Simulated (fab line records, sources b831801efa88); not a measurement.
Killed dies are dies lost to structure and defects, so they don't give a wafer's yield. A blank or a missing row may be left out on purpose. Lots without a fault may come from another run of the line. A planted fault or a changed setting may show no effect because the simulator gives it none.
fab line records | flow sky130
record lots=5 wafers=15 last_day=50
route steps=708 shown RES_XHIGH@339 SD_N@342 SD_P@359 SALICIDE@361 LI_CONTACT@362
lots that met no fault: from a run of the same line without faults
start_h: hours from the record's first day to the start of the lot's first wafer shown | wait_h: hours since the lot's step before | " the same as in the row above | L1.1+2: a row that stands for several wafers | - no value, or no start given | * or withheld: withheld | < > ~ a bound
route shown NAME@n: a module of which the file shows steps, and the number in the route of the first | usual: mean/standard deviation of fault-free wafers | same: alike in all rows | chamber/n: place in a boat | sites: the reading at each site | _std_site: their standard deviation | _edge_site: outer sites' mean less inner sites' | radius_mm: how far each site lies from the wafer's centre | mask NAME#n: copy n | behind: the tool/chamber that last shaped the wafer | hold: why the lot was held/for how many hours/how that ended | device: the transistor (n, p or np) that didn't switch | end of line: the same wafers' tests at the end of the route | a step without rows: its recipe alone | killed: dies lost to structure and defects at the first sort, not the wafer's yield | map: a wafer's dies, x killed, . not, _ none there
set.NAME: the setting as run; set.NAME@STEP: as run at that earlier step | model.NAME: the simulator's own value behind a step, which no gauge read
lots at some steps of the route; a table a step, a row a wafer
services: from which hour (start_h, from the record's first day; less than 0 if before it) a tool's chamber was out of use, for how many hours, and why
## steps
# step SKY_RES_XHIGH_IMPLANT_07
# recipe species=BF2 energy_kev=20 dose_cm2=3.6e+14 tilt_deg=0
# usual dose_ions_cm2=3.6e+14/4e+11 faraday_current_uA=473/28
# columns lot.wafer tool chamber start_h wait_h dose_ions_cm2 faraday_current_uA
L074.2 implanter-01 0 614.80 0.1 3.609e+14 476
L074.3 " 0 " " 3.605e+14 478
L074.4 " 0 " " 3.606e+14 476
L079.1 implanter-01 0 667.10 0.1 3.6e+14 463
L079.5 " 0 " " 3.603e+14 483
L079.6 " 0 " " 3.597e+14 471
L083.4 implanter-01 0 685.55 0.1 3.609e+14 477
L083.5 " 0 " " 3.596e+14 476
L083.6 " 0 " " 3.599e+14 472
L086.1 implanter-01 0 709.91 0.3 3.598e+14 466
L086.2 " 0 " " 3.605e+14 499
L086.4 " 0 " " 3.599e+14 475
L097.1 implanter-01 0 794.90 0.1 3.6e+14 470
L097.5 " 0 " " 3.603e+14 466
L097.6 " 0 " " 3.6e+14 495
# step SKY_RES_XHIGH_STRIP_08
# recipe chemistry=O2/N2 power_w=1400 pressure_mtorr=1500 platen_temp_c=withheld o2_flow_sccm=3000 n2_flow_sccm=300 overash_fraction=0.5
# usual chamber_pressure_mTorr=1499.8/1.6 drypump_motor_current_A=5.9/0.37 oes_product_au=0.711/0.0046 strip_time_to_endpoint_s=14.26/0.043
# columns lot.wafer tool chamber start_h wait_h chamber_pressure_mTorr drypump_motor_current_A oes_product_au rf_hours_counter_h strip_time_to_endpoint_s
L074.2 plasma_asher-02 1 614.92 0.1 1503.1 6.2 0.714 50 14.27
L074.3 " 0 " " 1496.9 5.2 0.714 - 14.27
L074.4 " 1 " " 1500.3 6.1 0.714 - 14.23
L079.1 plasma_asher-02 1 667.25 0.1 1500.8 6.2 0.716 55 14.29
L079.5 " 0 " " 1501.4 5.1 0.705 - 14.27
L079.6 " 1 " " 1498.8 6.2 0.703 - 14.28
L083.4 plasma_asher-04 1 685.65 0.1 1500.9 6.0 0.712 - 14.17
L083.5 " 0 " " 1497.1 5.8 0.708 - 14.18
L083.6 " 1 " " 1500.2 6.0 0.713 - 14.17
L086.1 plasma_asher-04 1 710.06 0.1 1501.3 6.0 0.704 28 14.30
L086.2 " 0 " " 1499.0 5.8 0.718 28 14.30
L086.4 " 0 " " 1499.6 5.8 0.715 - 14.27
L097.1 plasma_asher-04 0 795.05 0.1 1501.3 5.7 0.705 36 14.29
L097.5 " 1 " " 1497.4 6.0 0.715 - 14.32
L097.6 " 0 " " 1497.5 5.7 0.707 - 14.32
# step SKY_RES_XHIGH_TW_MEAS_09
# usual RES_XHIGH_TW=1647/24
# columns lot.wafer tool chamber start_h wait_h RES_XHIGH_TW
L074.2 film_metro-02 - 615.03 0.1 1663
L074.3 " - " " 1667
L074.4 " - " " 1661
L079.1 film_metro-01 - 667.35 0.1 1647
L079.5 " - " " 1650
L079.6 " - " " 1644
L083.4 film_metro-01 - 685.80 0.1 1646
L083.5 " - " " 1649
L083.6 " - " " 1652
L086.1 film_metro-02 - 710.23 0.1 1659
L086.2 " - " " 1664
L086.4 " - " " 1653
L097.1 film_metro-04 - 795.15 0.1 1600
L097.5 " - " " 1591
L097.6 " - " " 1595
# step SKY_SD_N_DEHYDRATE_00
# recipe temp_c=200 time_s=60
# columns lot.wafer tool chamber start_h wait_h
L074.2+3+4 litho_track-04 0 629.38 14.3
L079.1+5+6 litho_track-01 0 681.25 13.9
L083.4+5+6 litho_track-01 0 699.33 13.5
L086.1+2+4 litho_track-04 0 723.00 12.8
L097.1+5+6 litho_track-01 0 807.85 12.7
# step SKY_SD_N_HMDS_01
# recipe prime_time_s=60 prime_temp_c=120
# columns lot.wafer tool chamber start_h wait_h
L074.2+3+4 litho_track-04 0 629.53 0.1
L079.1+5+6 litho_track-01 0 681.40 0.1
L083.4+5+6 litho_track-01 0 699.48 0.1
L086.1+2+4 litho_track-04 0 723.15 0.1
L097.1+5+6 litho_track-01 0 808.00 0.1
# step SKY_SD_N_COAT_02
# recipe resist=NOVOLAK spin_rpm=3000 resist_thk_nm=1140
# columns lot.wafer tool chamber start_h wait_h
L074.2+3+4 litho_track-04 0 629.68 0.1
L079.1+5+6 litho_track-01 0 681.55 0.1
L083.4+5+6 litho_track-01 0 699.63 0.1
L086.1+2+4 litho_track-04 0 723.30 0.1
L097.1+5+6 litho_track-01 0 808.15 0.1
# step SKY_SD_N_SOFTBAKE_03
# recipe temp_c=90 time_s=60 resist=NOVOLAK
# columns lot.wafer tool chamber start_h wait_h
L074.2+3+4 litho_track-04 0 629.83 0.1
L079.1+5+6 litho_track-01 0 681.70 0.1
L083.4+5+6 litho_track-01 0 699.78 0.1
L086.1+2+4 litho_track-04 0 723.45 0.1
L097.1+5+6 litho_track-01 0 808.30 0.1
# step SKY_SD_N_EXPOSE_04
# recipe mask_id=NSDM na=0.6 source_shape=conventional sigma_outer=0.6 polarization=unpolarized target_cd_nm=380 dose_mj=141
# columns lot.wafer tool chamber start_h wait_h mask
L074.2+3+4 iline_stepper-02 0 - - NSDM#0
L079.1+5+6 iline_stepper-01 0 - - NSDM#0
L083.4+5+6 iline_stepper-01 0 - - NSDM#0
L086.1+2+4 iline_stepper-01 0 - - NSDM#0
L097.1+5+6 iline_stepper-02 0 - - NSDM#0
# step SKY_SD_N_PEB_05
# recipe temp_c=withheld time_s=* resist=NOVOLAK
# columns lot.wafer tool chamber start_h wait_h
L074.2+3+4 litho_track-01 0 - -
L079.1+5+6 litho_track-04 0 - -
L083.4+5+6 litho_track-01 0 - -
L086.1+2+4 litho_track-03 0 - -
L097.1+5+6 litho_track-03 0 - -
# step SKY_SD_N_DEVELOP_06
# recipe resist=NOVOLAK developer=TMAH develop_time_s=60 dev_temp_c=23
# columns lot.wafer tool chamber start_h wait_h
L074.2+3+4 litho_track-01 0 643.48 0.1
L079.1+5+6 litho_track-04 0 695.10 0.1
L083.4+5+6 litho_track-01 0 713.53 0.1
L086.1+2+4 litho_track-03 0 737.31 0.1
L097.1+5+6 litho_track-03 0 820.91 0.1
# step SKY_SD_N_CD_MEAS_07
# recipe target_cd_nm=380
# usual cd_nm=380.5/2.9
# columns lot.wafer tool chamber start_h wait_h cd_nm
L074.2 cd_sem-02 - 643.62 0.1 383.0
L074.3 " - " " 381.0
L074.4 " - " " 380.7
L079.1 cd_sem-02 - 695.25 0.1 379.2
L079.5 " - " " 379.0
L079.6 " - " " 379.2
L083.4 cd_sem-01 - 713.66 0.1 373.3
L083.5 " - " " 373.5
L083.6 " - " " 373.3
L086.1 cd_sem-02 - 737.46 0.1 382.5
L086.2 " - " " 381.3
L086.4 " - " " 379.8
L097.1 cd_sem-01 - 821.06 0.1 378.9
L097.5 " - " " 379.6
L097.6 " - " " 379.1
# step SKY_SD_N_OVL_MEAS_08
# usual SD_N_OVL=-0.9/1.3
# columns lot.wafer tool chamber start_h wait_h SD_N_OVL[nm]
L074.2 overlay-02 - 643.73 0.1 -0.5
L074.3 " - " " -0.6
L074.4 " - " " 2.0
L079.1 overlay-02 - 695.37 0.1 -1.0
L079.5 " - " " 0.7
L079.6 " - " " -0.2
L083.4 overlay-01 - 713.74 0.1 -1.6
L083.5 " - " " -0.7
L083.6 " - " " -0.7
L086.1 overlay-01 - 737.58 0.1 -0.3
L086.2 " - " " -1.0
L086.4 " - " " -0.3
L097.1 overlay-02 - 821.18 0.1 0.1
L097.5 " - " " -1.2
L097.6 " - " " -1.1
# step SKY_SD_N_IMPLANT_09
# recipe species=As energy_kev=50 dose_cm2=4e+15 tilt_deg=0
# usual dose_ions_cm2=4e+15/5e+12 faraday_current_uA=11180/560
# columns lot.wafer tool chamber start_h wait_h dose_ions_cm2 faraday_current_uA
L074.2 implanter-04 0 643.78 0.0 4.01e+15 11205
L074.3 " 0 " " 4.012e+15 11089
L074.4 " 0 " " 4.008e+15 10793
L079.1 implanter-01 0 695.41 0.0 4e+15 10741
L079.5 " 0 " " 3.995e+15 11395
L079.6 " 0 " " 3.997e+15 10959
L083.4 implanter-04 0 713.83 0.1 3.993e+15 11095
L083.5 " 0 " " 3.991e+15 10953
L083.6 " 0 " " 3.997e+15 10986
L086.1 implanter-04 0 737.62 0.0 3.997e+15 10882
L086.2 " 0 " " 4e+15 11013
L086.4 " 0 " " 4.004e+15 11065
L097.1 implanter-02 0 821.22 0.0 4e+15 12485
L097.5 " 0 " " 4.002e+15 12656
L097.6 " 0 " " 3.999e+15 12510
# step SKY_SD_N_IMPLANT_10
# recipe species=P energy_kev=20 dose_cm2=1e+14 tilt_deg=0
# usual dose_ions_cm2=1.0001e+14/1e+11 faraday_current_uA=487/25
# columns lot.wafer tool chamber start_h wait_h dose_ions_cm2 faraday_current_uA
L074.2 implanter-04 0 643.93 0.1 9.998e+13 496
L074.3 " 0 " " 9.988e+13 477
L074.4 " 0 " " 1.0006e+14 469
L079.1 implanter-01 0 695.56 0.1 9.98e+13 476
L079.5 " 0 " " 1.0001e+14 483
L079.6 " 0 " " 1.0003e+14 480
L083.4 implanter-04 0 713.98 0.1 1.0001e+14 481
L083.5 " 0 " " 1.0004e+14 477
L083.6 " 0 " " 9.987e+13 477
L086.1 implanter-04 0 737.77 0.1 9.99e+13 488
L086.2 " 0 " " 9.999e+13 464
L086.4 " 0 " " 9.993e+13 472
L097.1 implanter-02 0 821.37 0.1 9.995e+13 553
L097.5 " 0 " " 9.982e+13 557
L097.6 " 0 " " 1e+14 546
# step SKY_SD_N_STRIP_11
# recipe chemistry=O2/N2 power_w=1400 pressure_mtorr=1500 platen_temp_c=withheld o2_flow_sccm=3000 n2_flow_sccm=300 overash_fraction=0.5
# usual chamber_pressure_mTorr=1499.9/1.4 drypump_motor_current_A=5.8/0.33 oes_product_au=0.527/0.0043 strip_time_to_endpoint_s=22.56/0.037
# columns lot.wafer tool chamber start_h wait_h chamber_pressure_mTorr drypump_motor_current_A oes_product_au rf_hours_counter_h strip_time_to_endpoint_s
L074.2 plasma_asher-04 0 644.06 0.1 1498.4 5.7 0.528 21 22.51
L074.3 " 1 " " 1496.5 6.0 0.530 - 22.51
L074.4 " 0 " " 1499.5 5.7 0.522 - 22.50
L079.1 plasma_asher-01 1 695.71 0.1 1499.3 5.5 0.528 103 22.55
L079.5 " 0 " " 1500.6 5.3 0.527 - 22.61
L079.6 " 1 " " 1499.7 5.5 0.526 - 22.56
L083.4 plasma_asher-04 0 714.09 0.1 1497.1 5.7 0.532 - 22.50
L083.5 " 1 " " 1499.5 6.0 0.530 - 22.53
L083.6 " 0 " " 1499.4 5.7 0.520 - 22.54
L086.1 plasma_asher-04 0 737.92 0.1 1501.4 5.7 0.529 31 22.53
L086.2 " 1 " " 1499.3 6.0 0.522 31 22.57
L086.4 " 0 " " 1498.6 5.7 0.524 - 22.56
L097.1 plasma_asher-04 1 821.52 0.1 1497.7 6.0 0.526 39 22.59
L097.5 " 0 " " 1501.3 5.8 0.526 - 22.55
L097.6 " 1 " " 1499.1 6.0 0.525 - 22.58
# step SKY_SD_N_TW_MEAS_12
# usual SD_N_TW=3983/58
# columns lot.wafer tool chamber start_h wait_h SD_N_TW
L074.2 film_metro-01 - 644.17 0.1 4024
L074.3 " - " " 4004
L074.4 " - " " 4015
L079.1 film_metro-01 - 695.81 0.1 4021
L079.5 " - " " 3995
L079.6 " - " " 4035
L083.4 film_metro-02 - 714.20 0.1 4041
L083.5 " - " " 4035
L083.6 " - " " 4030
L086.1 film_metro-01 - 738.02 0.1 3982
L086.2 " - " " 3991
L086.4 " - " " 4002
L097.1 film_metro-04 - 821.62 0.1 3886
L097.5 " - " " 3906
L097.6 " - " " 3903
# step SKY_SD_N_CLEAN_13
# recipe chemistry=SC1/SC2 mix=1:4:20 temp_c=70 time_s=150 dry=n2_spin
# usual bath_heat_duty_pct=13.6/1 temp_c=70.01/0.13
# columns lot.wafer tool chamber start_h wait_h bath_heat_duty_pct temp_c
L074.2 wet_bench-03 3 644.22 0.0 12.7 69.83
L074.3 " 3 " " 13.6 69.87
L074.4 " 3 " " 12.8 69.97
L079.1 wet_bench-02 0 695.87 0.1 13.3 69.97
L079.5 " 0 " " 15.1 69.94
L079.6 " 0 " " 14.4 69.81
L083.4 wet_bench-01 2 714.23 0.0 12.0 69.82
L083.5 " 2 " " 13.5 70.03
L083.6 " 2 " " 14.3 69.95
L086.1 wet_bench-02 2 738.08 0.1 13.3 70.27
L086.2 " 2 " " 14.6 70.05
L086.4 " 2 " " 13.9 70.12
L097.1 wet_bench-03 0 821.68 0.1 12.8 70.03
L097.5 " 0 " " 12.8 69.99
L097.6 " 0 " " 12.7 69.87
# step SKY_SD_N_RTA_14
# recipe temp_c=1075 time_s=2 idle_temp_c=650 ramp_up_c_per_s=150 ramp_down_c_per_s=90 ambient=N2
# usual lamp_power_pct=15.73/0.053 wafer_temp_C_max=1078.2/1.4
# columns lot.wafer tool chamber start_h wait_h lamp_power_pct wafer_temp_C_max
L074.2 rtp_anneal-02 0 644.28 0.0 15.72 1077.5
L074.3 " 0 " " 15.68 1078.7
L074.4 " 0 " " 15.79 1080.0
L079.1 rtp_anneal-01 0 695.92 0.0 15.73 1077.8
L079.5 " 0 " " 15.84 1078.8
L079.6 " 0 " " 15.75 1082.3
L083.4 rtp_anneal-01 0 714.31 0.0 15.69 1078.2
L083.5 " 0 " " 15.67 1079.9
L083.6 " 0 " " 15.73 1077.7
L086.1 rtp_anneal-02 0 738.13 0.0 15.76 1077.8
L086.2 " 0 " " 15.66 1079.1
L086.4 " 0 " " 15.79 1078.2
L097.1 rtp_anneal-01 0 821.73 0.0 15.72 1077.3
L097.5 " 0 " " 15.73 1080.2
L097.6 " 0 " " 15.65 1077.4
# step SKY_SD_N_RS_MEAS_16
# recipe thk_meas_gauge=four-point-probe
# usual SD_N_RS=68.62/0.16
# columns lot.wafer tool chamber start_h wait_h SD_N_RS[ohm/sq]
L074.2 film_metro-02 - 644.46 0.1 68.96
L074.3 " - " " 68.76
L074.4 " - " " 68.88
L079.1 film_metro-02 - 696.09 0.1 68.75
L079.5 " - " " 68.66
L079.6 " - " " 68.52
L083.4 film_metro-02 - 714.52 0.1 68.89
L083.5 " - " " 68.62
L083.6 " - " " 68.48
L086.1 film_metro-04 - 738.36 0.1 68.46
L086.2 " - " " 68.44
L086.4 " - " " 68.19
L097.1 film_metro-01 - 821.90 0.1 68.71
L097.5 " - " " 68.46
L097.6 " - " " 68.76
# step SKY_SD_N_RS_MEAS_17
# recipe thk_meas_gauge=four-point-probe
# usual SD_P_RS=147.2/0.45
# columns lot.wafer tool chamber start_h wait_h SD_P_RS[ohm/sq]
L074.2 film_metro-02 - 644.58 0.1 148.2
L074.3 " - " " 147.8
L074.4 " - " " 147.6
L079.1 film_metro-02 - 696.21 0.1 146.9
L079.5 " - " " 147.3
L079.6 " - " " 146.8
L083.4 film_metro-02 - 714.64 0.1 147.3
L083.5 " - " " 147.2
L083.6 " - " " 147.2
L086.1 film_metro-04 - 738.48 0.1 146.6
L086.2 " - " " 147.0
L086.4 " - " " 146.7
L097.1 film_metro-01 - 822.02 0.1 147.4
L097.5 " - " " 147.1
L097.6 " - " " 147.8
# step SKY_SD_N_RS_MEAS_18
# recipe thk_meas_gauge=four-point-probe
# usual RES_XHIGH_RS=333.5/1.2
# columns lot.wafer tool chamber start_h wait_h RES_XHIGH_RS[ohm/sq]
L074.2 film_metro-02 - 644.70 0.1 333.1
L074.3 " - " " 331.7
L074.4 " - " " 332.6
L079.1 film_metro-02 - 696.33 0.1 334.8
L079.5 " - " " 334.0
L079.6 " - " " 335.0
L083.4 film_metro-02 - 714.76 0.1 335.5
L083.5 " - " " 333.9
L083.6 " - " " 333.0
L086.1 film_metro-04 - 738.60 0.1 332.0
L086.2 " - " " 331.5
L086.4 " - " " 331.6
L097.1 film_metro-01 - 822.14 0.1 335.3
L097.5 " - " " 334.7
L097.6 " - " " 333.4
# step SKY_SALICIDE_CLEAN_00
# recipe chemistry=HF-last time_s=30 dilution=100:1 dry=ipa_marangoni
# columns lot.wafer tool chamber start_h wait_h
L074.2+3+4 wet_bench-02 0 644.80 0.1
L079.1+5+6 wet_bench-01 2 696.45 0.1
L083.4+5+6 wet_bench-04 2 714.82 0.0
L086.1+2+4 wet_bench-01 2 738.72 0.1
L097.1+5+6 wet_bench-01 3 822.26 0.1
# step SKY_LI_CONTACT_HDPCVD_00
# recipe material=PSG target_thk_nm=930 sigma_open_frac=0.3 time_s=155 temp_c=600 sih4_flow_sccm=60 pressure_mtorr=6
# usual pressure_mtorr=6.001/0.013
# columns lot.wafer tool chamber start_h wait_h pressure_mtorr
L074.2 hdpcvd-01 0 644.82 0.0 6.012
L074.3 " 2 " " 6.004
L074.4 " 0 " " 6.000
L079.1 hdpcvd-01 1 696.47 0.0 5.988
L079.5 " 0 " " 5.994
L079.6 " 1 " " 5.981
L083.4 hdpcvd-01 2 714.89 0.1 5.989
L083.5 " 1 " " 6.007
L083.6 " 0 " " 6.011
L086.1 hdpcvd-01 2 738.74 0.0 5.979
L086.2 " 0 " " 6.024
L086.4 " 0 " " 6.018
L097.1 hdpcvd-01 1 822.28 0.0 5.985
L097.5 " 1 " " 5.998
L097.6 " 0 " " 6.005
# step SKY_LI_CONTACT_THK_MEAS_01
# recipe reads=PSG_of_LI_CONTACT_HDPCVD_00
# usual LI_CONTACT_HDPCVD_THK=933/9.9
# columns lot.wafer tool chamber start_h wait_h LI_CONTACT_HDPCVD_THK[nm]
L074.2 film_metro-04 - 644.93 0.1 931
L074.3 " - " " 942
L074.4 " - " " 926
L079.1 film_metro-01 - 696.62 0.1 927
L079.5 " - " " 931
L079.6 " - " " 929
L083.4 film_metro-01 - 714.97 0.0 935
L083.5 " - " " 927
L083.6 " - " " 933
L086.1 film_metro-01 - 738.84 0.1 947
L086.2 " - " " 933
L086.4 " - " " 937
L097.1 film_metro-02 - 822.38 0.1 937
L097.5 " - " " 929
L097.6 " - " " 944
# step SKY_LI_CONTACT_CMP_02
# recipe material=PSG down_force_psi=4 platen_rpm=60 pad_velocity_m_s=0.94248
# usual motor_current_A=11.9/1.2 time_to_endpoint_s=34.2/2.9
# columns lot.wafer tool chamber start_h wait_h motor_current_A time_to_endpoint_s
L074.3 cmp-01 3 644.98 0.0 9.7 35.7
L074.2 " 0 " " 11.5 28.1
L074.4 " 1 " " 13.3 30.8
L079.1 cmp-02 3 696.78 0.1 13.4 34.9
L079.5 " 1 " " 11.3 33.8
L079.6 " 2 " " 11.5 37.7
L083.4 cmp-01 3 715.00 0.0 10.3 31.5
L083.5 " 3 " " 10.4 32.0
L083.6 " 0 " " 11.3 31.0
L086.2 cmp-02 3 738.90 0.0 12.8 31.3
L086.4 " 0 " " 12.1 30.8
L086.1 " 1 " " 11.5 29.1
L097.1 cmp-02 0 822.59 0.2 11.1 35.2
L097.5 " 1 " " 11.4 32.4
L097.6 " 2 " " 12.1 38.1
# step SKY_LI_CONTACT_BOW_MEAS_03
# recipe mode=bow
# usual LI_CONTACT_BOW=56/7
# columns lot.wafer tool chamber start_h wait_h LI_CONTACT_BOW[um]
L074.2 film_metro-01 - 645.30 0.2 51
L074.3 " - " " 59
L074.4 " - " " 62
L079.1 film_metro-02 - 696.98 0.1 58
L079.5 " - " " 48
L079.6 " - " " 68
L083.4 film_metro-01 - 715.36 0.3 50
L083.5 " - " " 52
L083.6 " - " " 58
L086.1 film_metro-01 - 739.20 0.1 44
L086.2 " - " " 48
L086.4 " - " " 48
L097.1 film_metro-02 - 822.74 0.1 55
L097.5 " - " " 54
L097.6 " - " " 43
# step SKY_LI_CONTACT_DEHYDRATE_04
# recipe temp_c=200 time_s=60
# columns lot.wafer tool chamber start_h wait_h
L074.2+3+4 litho_track-03 0 658.74 13.4
L079.1+5+6 litho_track-04 0 709.95 12.9
L083.4+5+6 litho_track-03 0 728.39 13.0
L086.1+2+4 litho_track-03 0 751.96 12.7
L097.1+5+6 litho_track-03 0 835.11 12.4
# step SKY_LI_CONTACT_HMDS_05
# recipe prime_time_s=60 prime_temp_c=120
# columns lot.wafer tool chamber start_h wait_h
L074.2+3+4 litho_track-03 0 658.89 0.1
L079.1+5+6 litho_track-04 0 710.10 0.1
L083.4+5+6 litho_track-03 0 728.54 0.1
L086.1+2+4 litho_track-03 0 752.11 0.1
L097.1+5+6 litho_track-03 0 835.26 0.1
# step SKY_LI_CONTACT_COAT_06
# recipe resist=BARC temp_c=withheld time_s=withheld spin_rpm=3000 resist_thk_nm=60
# columns lot.wafer tool chamber start_h wait_h
L074.2+3+4 litho_track-03 0 659.04 0.1
L079.1+5+6 litho_track-04 0 710.25 0.1
L083.4+5+6 litho_track-03 0 728.69 0.1
L086.1+2+4 litho_track-03 0 752.26 0.1
L097.1+5+6 litho_track-03 0 835.41 0.1
# step SKY_LI_CONTACT_COAT_07
# recipe resist=KrF-thick spin_rpm=3000 resist_thk_nm=450
# columns lot.wafer tool chamber start_h wait_h
L074.2+3+4 litho_track-03 0 - -
L079.1+5+6 litho_track-04 0 - -
L083.4+5+6 litho_track-03 0 - -
L086.1+2+4 litho_track-03 0 - -
L097.1+5+6 litho_track-03 0 - -
# step SKY_LI_CONTACT_SOFTBAKE_08
# recipe temp_c=100 time_s=90 resist=KrF-thick
# columns lot.wafer tool chamber start_h wait_h
L074.2+3+4 litho_track-03 0 - -
L079.1+5+6 litho_track-04 0 - -
L083.4+5+6 litho_track-03 0 - -
L086.1+2+4 litho_track-03 0 - -
L097.1+5+6 litho_track-03 0 - -
# step SKY_LI_CONTACT_EXPOSE_09
# recipe mask_id=LICM1 na=0.8 source_shape=annular sigma_inner=0.55 sigma_outer=0.85 target_cd_nm=170 dose_mj=38
# columns lot.wafer tool chamber start_h wait_h mask
L074.2+3+4 krf_scanner-02 0 - - LICM1#0
L079.1+5+6 krf_scanner-02 0 - - LICM1#0
L083.4+5+6 krf_scanner-01 0 - - LICM1#0
L086.1+2+4 krf_scanner-01 0 - - LICM1#0
L097.1+5+6 krf_scanner-01 0 - - LICM1#0
# step SKY_LI_CONTACT_PEB_10
# recipe peb_temp_c=withheld peb_time_s=withheld resist=KrF-thick
# columns lot.wafer tool chamber start_h wait_h
L074.2+3+4 litho_track-03 0 - -
L079.1+5+6 litho_track-02 0 - -
L083.4+5+6 litho_track-04 0 - -
L086.1+2+4 litho_track-03 0 - -
L097.1+5+6 litho_track-04 0 - -
# step SKY_LI_CONTACT_DEVELOP_11
# recipe develop_time_s=60 resist=KrF-thick dev_temp_c=21
# columns lot.wafer tool chamber start_h wait_h
L074.2+3+4 litho_track-03 0 - -
L079.1+5+6 litho_track-02 0 - -
L083.4+5+6 litho_track-04 0 - -
L086.1+2+4 litho_track-03 0 - -
L097.1+5+6 litho_track-04 0 - -
## services
# columns tool chamber start_h hours kind
implanter-01 - 590.93 0.8 repair
iline_stepper-01 - 598.90 1.7 pm
krf_scanner-01 - 614.49 11.9 repair
implanter-01 - 637.06 18.5 repair
cmp-02 - 647.64 0.5 repair
cmp-02 - 649.75 1.5 repair
hdpcvd-01 - 650.75 15.0 pm
cmp-02 - 654.34 0.9 repair
krf_scanner-01 - 668.91 0.8 pm
krf_scanner-01 - 681.40 0.5 repair
krf_scanner-01 - 683.52 1.0 pm
hdpcvd-01 2 692.13 9.8 repair
implanter-01 - 704.11 5.8 repair
iline_stepper-01 - 704.11 1.1 repair
krf_scanner-01 - 704.48 1.3 pm
cmp-02 - 740.25 7.9 pm
hdpcvd-01 - 758.56 0.4 repair
implanter-01 - 768.87 3.4 pm
hdpcvd-01 2 774.48 4.7 repair
rtp_anneal-01 - 777.44 3.6 pm
krf_scanner-01 - 784.64 4.4 pm
implanter-04 - 787.02 4.0 pm
plasma_asher-04 - 787.64 0.7 repair
implanter-01 - 843.64 4.2 pm
## key
fault none
